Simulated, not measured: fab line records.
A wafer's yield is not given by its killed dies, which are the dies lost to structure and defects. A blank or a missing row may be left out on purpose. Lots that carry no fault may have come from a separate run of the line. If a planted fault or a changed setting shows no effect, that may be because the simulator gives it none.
Struck lot and sound lot, side by side	flow sky130	18 steps out of a route of 708
Sound: wafers L828.1, L828.2, L828.4. The struck wafers were L843.1, L843.2, L843.3. The cause is named last.
Each step with rows lists, per side, the tool, then ch with its chambers, then its first start. Under that, the readings that differ: sound wafers	struck wafers	difference of the means	sigmas: that difference in standard deviations of wafers without a fault.
alike: same words and numbers on both sides, and readings whose means sit less than 2 such deviations apart. not compared: any withheld reading, any reading some wafer has no value for, any bound like >300 that may hide the same value, and any number with overlapping values for which the record gives no deviation.
The two part at a step that has a row with sigmas, a row that says differs or no value, or rows on one side only. Non-overlapping numbers with no deviation appear without sigmas and do not part them. A reading missing from all wafers of one side parts the sides only when that side holds two or more wafers.

first, 5 steps without rows for these wafers: SKY_VIA4_COAT_06 (resist thk 1140 nm); SKY_VIA4_SOFTBAKE_07 (time 60 s); SKY_VIA4_EXPOSE_08 (exposes mask VIM4, target cd 800 nm); SKY_VIA4_PEB_09; SKY_VIA4_DEVELOP_10 (develop time 60 s).
SKY_VIA4_OVL_MEAS_11:
  struck on overlay-02, day 47 00:46; sound on overlay-01, day 43 02:43
  alike: VIA4_OVL
SKY_VIA4_ETCH_12: etches SiO2 in C4F8/O2/Ar, stops on TiN, target depth 580 nm.
  sound on rie_diel-03 ch 0,1,2, day 43 02:45; struck on rie_diel-04 ch 0,1,3, day 47 00:48
  alike: oes_product_au
SKY_VIA4_STRIP_13: strips in O2/N2.
  sound on plasma_asher-03 ch 0,1, day 43 02:49; struck on plasma_asher-03 ch 0,1, day 47 00:53
  alike: drypump_motor_current_A, oes_product_au, strip_time_to_endpoint_s
  not compared: rf_hours_counter_h
then, 3 steps without rows for these wafers: SKY_VIA4_STRIP_14 (strips in post etch residue remover, time 1200 s); SKY_VIA4_CLEAN_15 (cleans in IPA, time 180 s); SKY_VIA4_CLEAN_16 (cleans in O3/DIW).
SKY_VIA4_SPUTTER_17: material TiN, target thk 20 nm, time 80 s.
  struck on pvd_sputter-01, day 47 01:28; sound on pvd_sputter-04, day 43 03:25
  alike: throttle_valve_pct
SKY_VIA4_CVD_18: deposits W, target thk 505 nm, time 152.14 s.
  sound on cvd_w-02 ch 0,1, day 43 03:29; struck on cvd_w-01 ch 0,1, day 47 01:51
  alike: chamber_pressure_Torr, heater_power_w, susceptor_temp_C
SKY_VIA4_RS_MEAS_19: a four-point-probe measurement.
  struck on film_metro-04, day 47 02:01; sound on film_metro-02, day 43 03:38
reading	sound	struck	difference	sigmas
VIA4_W_RS (ohm/sq)	0.2256 0.2254 0.2269	0.1102 0.1113 0.1105	-0.1153	-46
SKY_VIA4_THK_MEAS_20: measures by xrf.
  struck on film_metro-04, day 47 02:08; sound on film_metro-02, day 43 03:45
reading	sound	struck	difference	sigmas
VIA4_W_THK (nm)	498 497 495	985 972 983	+483	+79
SKY_VIA4_CMP_21: polishes, stops on SiO2, t overpolish 25 s, target thk 0 nm.
  sound on cmp-02 ch 0,1,2, day 43 03:49; struck on cmp-01 ch 1,2,3, day 47 02:14
reading	sound	struck	difference	sigmas
time_to_endpoint_s (s)	119 117 117	250 238 244	+126	+30
  alike: motor_current_A, overpolish_run_s
SKY_METAL5_SPUTTER_00: material Ti, target thk 15 nm, time 10 s.
  struck on pvd_sputter-01, day 47 02:29; sound on pvd_sputter-02, day 43 04:07
  alike: throttle_valve_pct
following that, these wafers have no rows for 1 step: SKY_PAD_OPEN_PROBE_99.

WHERE THEY PART
At SKY_VIA4_RS_MEAS_19 first; at SKY_VIA4_CMP_21 last (within this record only). Later steps at which nothing parts them and some readings are alike: SKY_METAL5_SPUTTER_00.

WHY: whatever the simulator had introduced
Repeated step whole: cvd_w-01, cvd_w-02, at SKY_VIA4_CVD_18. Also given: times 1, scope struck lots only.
